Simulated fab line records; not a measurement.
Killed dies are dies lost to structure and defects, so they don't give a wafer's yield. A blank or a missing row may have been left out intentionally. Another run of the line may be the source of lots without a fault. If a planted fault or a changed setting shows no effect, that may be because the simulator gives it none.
The tool behind it: which one? ; flow sky130 ; route of 708 steps, sampled at 1 step: 12 lots, 36 wafers

## WHAT THE GAUGES SHOWED, per wafer
SKY_VIA3_BOW_MEAS_03.
lot;measured;on;VIA3_BOW (um)
L075;day 39 17:53;film metro-02;76 72 90
L076;day 40 06:47;film metro-02;71 59 75
L079;day 40 11:24;film metro-01;84 79 89
L081;day 41 00:39;film metro-02;79 86 78
L083;day 41 16:32;film metro-02;78 81 80
L085;day 42 01:56;film metro-01;81 90 77
L088;day 42 21:13;film metro-03;78 88 85
L089;day 43 05:03;film metro-02;78 71 78
L092;day 43 20:55;film metro-02;76 70 71
L093;day 44 06:02;film metro-02;71 74 83
L095;day 44 23:38;film metro-01;93 83 83
L097;day 45 04:40;film metro-03;78 70 79

## TOOL THAT RAN EACH LOT (tool first, then ch and the chambers of the sampled wafers, then the start)
Before these readings, the record contains no process step.

## THE ANSWER, worked out from the rows above alone
Rule: what is usual is taken from the lots themselves. The widest of any qualifying gaps counts: lots, ordered by their means at a reading, are off when they make up no more than a third of the lots, leave a main group of 4 or more, and stand apart from it by 3 or more times the standard deviation of that group's means. A main group whose means are all the same, to the digits that the tables above print for the reading, isn't used. A lot without any number at a reading at which 4 lots or more have one is off too. Where the step has rows for the other lots, those lots are counted as sound.
No lot is off on any of the readings shown, so nothing can be concluded from this.

## WHAT HAD BEEN PUT IN BY THE SIMULATOR
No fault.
